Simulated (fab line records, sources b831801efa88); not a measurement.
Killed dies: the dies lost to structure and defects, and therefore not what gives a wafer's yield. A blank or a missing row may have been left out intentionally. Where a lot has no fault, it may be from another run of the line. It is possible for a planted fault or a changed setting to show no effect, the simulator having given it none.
Code-filled problem report in 8D (eight disciplines) form || flow gf180mcu || the parts of the form that need people (team, actions taken, sign-off) are left out

## 1. THE ISSUE
chamberPressureTorr at GF_V4_CVD_23 reads a mean of 38.00 Torr on 4 wafers of 2 lots; wafers without a fault read 39.98 Torr with a standard deviation of 0.077. Measured from the usual mean, that is -26 standard deviations.
The step: deposits W, target thk 350 nm, time 104.9 s.
First seen on wafer L482.4, day 28 03:21, on cvdW-01. The record holds 39 wafers of 13 lots with a number at this step. The rule behind "out" and "out of limits": a value lying over 4 standard deviations away from the usual mean. The rest of the wafers with a number are treated as sound.

## 2. WHAT IT IS AND WHAT IT IS NOT
{"question": "which readings at this step", "is": "chamberPressureTorr", "is not": "heaterPowerW"}
{"question": "which lots", "is": "L482, L486", "is not": "L472, L473, L475, L476, L477, L478, L480, L489, L492, L493, L495"}
{"question": "which wafers of those lots", "is": "L482.4, L482.5, L486.1, L486.4", "is not": "L482.2, L486.2"}
{"question": "read on which tools", "is": "cvdW-01", "is not": "cvdW-02"}
{"question": "when", "is": "from day 28 03:21", "is not": "up to then (22 sound wafers); but 13 sound wafers of L486, L489, L492, L493, L495 came after"}

## 3. THE SUSPECTS, EACH WITH WHAT RULES IT OUT
Counting: if a tool at a process step up to the reading ran every lot that is out, it stays a suspect. Sound lots after the first of them don't rule it out here, since some wafers of a struck lot are sound.
- cvdW-01 at GF_V4_CVD_23 (deposits W, target thk 350 nm, time 104.9 s): kept. It processed each lot that is out (first: L482, day 28 03:21); up to then, its last sound lot is L480 (day 27 02:31). Its own chamberPressureTorr readings are out on those wafers.
- Within cvdW-01 at GF_V4_CVD_23, the wafers that are out were processed in chamber 0 and their sound lot-mates in chamber 1.
Left after counting: cvdW-01 at GF_V4_CVD_23.

## 4. THE CAUSE (what the simulator had put in)
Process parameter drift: cvdW-01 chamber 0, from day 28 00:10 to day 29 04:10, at GF_V4_CVD_23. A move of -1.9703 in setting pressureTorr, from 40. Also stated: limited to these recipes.
The count eliminated every tool but this one.

## 5. THE EFFECT CHAIN, in route order
Rows list readings where the struck wafers' mean (over those with a number) sits beyond 3 standard deviations from the usual. Only readings for which the record gives a usual standard deviation are gone through. hours: the time from each lot's start at the first step in this table that gives one to its start at this step, as a median over the lots. sigmas: the change in usual standard deviations.
{"hours": 0, "step": "GF_V4_CVD_23", "reading": "chamberPressureTorr", "usual": "39.98 Torr", "on struck wafers": 38.00, "change": -1.98, "sigmas": -26}
Its process steps:
- GF_V4_CVD_23: deposits W, target thk 350 nm, time 104.9 s.
Later steps that measure or inspect, where all struck wafers having a row at the step show a number for every such reading and not one has moved that far: GF_V4_THK_MEAS_25.

## 6. WHAT WOULD HAVE CAUGHT IT SOONER
In this record the first reading out of limits was taken at day 28 03:21, 3 hours after the fault began at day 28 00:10.
